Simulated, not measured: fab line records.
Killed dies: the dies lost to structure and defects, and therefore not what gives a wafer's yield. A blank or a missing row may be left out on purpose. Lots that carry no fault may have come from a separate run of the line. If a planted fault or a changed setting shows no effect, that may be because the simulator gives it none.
Chamber matching :: flow gf180mcu :: cmp-01 running GF_V3_CMP_26: 4 sister chambers
The step polishes, stops on SiO2, t overpolish 15 s, target thk 0 nm. 16 wafers are shown with their chamber, then 8 later ones without.

EACH WAFER AND ITS CHAMBER
wafer: L510.1
chamber: 0
time-to-endpoint-s (s): 96
motor-current-A (A): 13.0
overpolish-run-s (s): 15.010

wafer: L510.2
chamber: 1
time-to-endpoint-s (s): 89
motor-current-A (A): 11.6
overpolish-run-s (s): 15.005

wafer: L510.5
chamber: 2
time-to-endpoint-s (s): 79
motor-current-A (A): 11.8
overpolish-run-s (s): 15.015

wafer: L512.1
chamber: 1
time-to-endpoint-s (s): 83
motor-current-A (A): 10.8
overpolish-run-s (s): 14.995

wafer: L512.3
chamber: 2
time-to-endpoint-s (s): 77
motor-current-A (A): 11.5
overpolish-run-s (s): 15.003

wafer: L512.6
chamber: 1
time-to-endpoint-s (s): 88
motor-current-A (A): 11.6
overpolish-run-s (s): 15.006

wafer: L514.2
chamber: 2
time-to-endpoint-s (s): 75
motor-current-A (A): 11.2
overpolish-run-s (s): 14.987

wafer: L514.3
chamber: 0
time-to-endpoint-s (s): 91
motor-current-A (A): 11.6
overpolish-run-s (s): 15.013

wafer: L514.5
chamber: 3
time-to-endpoint-s (s): 84
motor-current-A (A): 11.7
overpolish-run-s (s): 15.009

wafer: L524.1
chamber: 1
time-to-endpoint-s (s): 85
motor-current-A (A): 11.8
overpolish-run-s (s): 14.997

wafer: L524.4
chamber: 2
time-to-endpoint-s (s): 77
motor-current-A (A): 11.8
overpolish-run-s (s): 15.014

wafer: L524.6
chamber: 2
time-to-endpoint-s (s): 76
motor-current-A (A): 11.1
overpolish-run-s (s): 14.989

wafer: L525.4
chamber: 3
time-to-endpoint-s (s): 85
motor-current-A (A): 11.7
overpolish-run-s (s): 15.009

wafer: L525.5
chamber: 1
time-to-endpoint-s (s): 83
motor-current-A (A): 11.9
overpolish-run-s (s): 14.998

wafer: L525.6
chamber: 0
time-to-endpoint-s (s): 90
motor-current-A (A): 11.8
overpolish-run-s (s): 15.000

wafer: L531.1
chamber: 2
time-to-endpoint-s (s): 78
motor-current-A (A): 11.0
overpolish-run-s (s): 15.009

SIGNATURES (averages over the wafers above)
reading: time-to-endpoint-s
chamber 0: 92.33
chamber 1: 85.60
chamber 2: 77.00
chamber 3: 84.50
scatter within a chamber: 2.28

reading: motor-current-A
chamber 0: 12.133
chamber 1: 11.540
chamber 2: 11.400
chamber 3: 11.700
scatter within a chamber: 0.458

reading: overpolish-run-s
chamber 0: 15.00767
chamber 1: 15.00020
chamber 2: 15.00283
chamber 3: 15.00900
scatter within a chamber: 0.00887
Rule: a wafer's distance from a chamber is the root of the sum, over the readings, of the square of ((its reading less the chamber's mean) divided by the reading's scatter). The wafer belongs to the nearest chamber; if the next one is less than 2 further off, it can't be placed. How the scatter is found: for the shown wafers, subtract from each reading the mean of its chamber, square and add these, divide the total by (wafers less chambers), then take the root.

WAFERS WHOSE CHAMBER IS MISSING
wafer: L531.2
time-to-endpoint-s (s): 87
motor-current-A (A): 10.7
overpolish-run-s (s): 14.997

wafer: L531.6
time-to-endpoint-s (s): 86
motor-current-A (A): 11.9
overpolish-run-s (s): 14.986

wafer: L532.3
time-to-endpoint-s (s): 85
motor-current-A (A): 11.2
overpolish-run-s (s): 15.013

wafer: L532.4
time-to-endpoint-s (s): 89
motor-current-A (A): 11.6
overpolish-run-s (s): 15.000

wafer: L532.5
time-to-endpoint-s (s): 88
motor-current-A (A): 12.1
overpolish-run-s (s): 15.008

wafer: L533.2
time-to-endpoint-s (s): 86
motor-current-A (A): 12.2
overpolish-run-s (s): 15.012

wafer: L533.4
time-to-endpoint-s (s): 79
motor-current-A (A): 11.2
overpolish-run-s (s): 14.986

wafer: L533.6
time-to-endpoint-s (s): 85
motor-current-A (A): 11.8
overpolish-run-s (s): 14.997

WHICH CHAMBER EACH ONE RAN IN
wafer: L531.2
from the rows above: can't be placed: 1 or 3
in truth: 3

wafer: L531.6
from the rows above: can't be placed: 1 or 3 or 0
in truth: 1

wafer: L532.3
from the rows above: can't be placed: 3 or 1
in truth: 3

wafer: L532.4
from the rows above: can't be placed: 1 or 0 or 3
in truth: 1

wafer: L532.5
from the rows above: can't be placed: 3 or 1 or 0
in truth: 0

wafer: L533.2
from the rows above: can't be placed: 3 or 1 or 0
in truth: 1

wafer: L533.4
from the rows above: can't be placed: 2 or 1 or 3
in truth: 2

wafer: L533.6
from the rows above: can't be placed: 1 or 3
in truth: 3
0 of 8 placed correctly. Unplaceable from these rows: 8, with the true chamber sitting among the candidates in 8. Placed wrongly: 0.
